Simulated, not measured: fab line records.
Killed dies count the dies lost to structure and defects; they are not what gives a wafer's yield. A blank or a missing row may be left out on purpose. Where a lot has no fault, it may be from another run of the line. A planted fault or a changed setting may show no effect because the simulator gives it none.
Which of the tools did it? | flow gf180mcu | at 1 step of a route of 602, 12 lots with 36 wafers sampled

== WHAT THE GAUGES READ, wafer by wafer ==
GF_SAB_CD_MEAS_09 targets a cd of 420 nm.
lot  | measured     | on        | cd-nm (nm)
L075 | day 15 07:22 | cd-sem-02 | 419.7 419.5 420.9
L077 | day 15 22:50 | cd-sem-01 | 422.0 422.6 422.0
L079 | day 17 02:07 | cd-sem-01 | 416.3 418.8 417.2
L081 | day 17 18:35 | cd-sem-01 | 419.1 417.5 421.1
L083 | day 18 08:13 | cd-sem-02 | 419.6 421.1 419.7
L085 | day 19 06:52 | cd-sem-01 | 419.2 416.2 417.5
L087 | day 19 18:46 | cd-sem-01 | 418.3 418.3 418.8
L089 | day 20 13:05 | cd-sem-02 | 421.0 420.7 419.3
L091 | day 21 02:06 | cd-sem-02 | 418.3 421.1 420.4
L093 | day 22 00:27 | cd-sem-02 | 419.6 420.4 421.7
L095 | day 22 15:29 | cd-sem-02 | 420.2 420.5 419.5
L097 | day 23 03:28 | cd-sem-01 | 420.7 417.1 418.3

== EACH LOT AND THE TOOL THAT RAN IT (in order: tool; ch and the chambers of the sampled wafers; start) ==
The record shows no process step preceding these readings.

== THE ANSWER, worked out from the rows above alone ==
Rule: what is usual is taken from the lots themselves. Put in order of their means at a reading, lots are off if they are a third of the lots or fewer, leave a main group of 4 or more, and stand apart from it by a gap of 3 or more times the standard deviation of the main group's means; of several such gaps the widest counts. A main group is skipped when, at the precision printed for the reading in the tables above, its means are all equal. Also off: a lot with no number at a reading for which 4 or more lots have one. All remaining lots with rows at the step are treated as sound.
No lot is off on any of the readings shown, so nothing can be concluded from this.

== WHAT WAS PUT IN BY THE SIMULATOR ==
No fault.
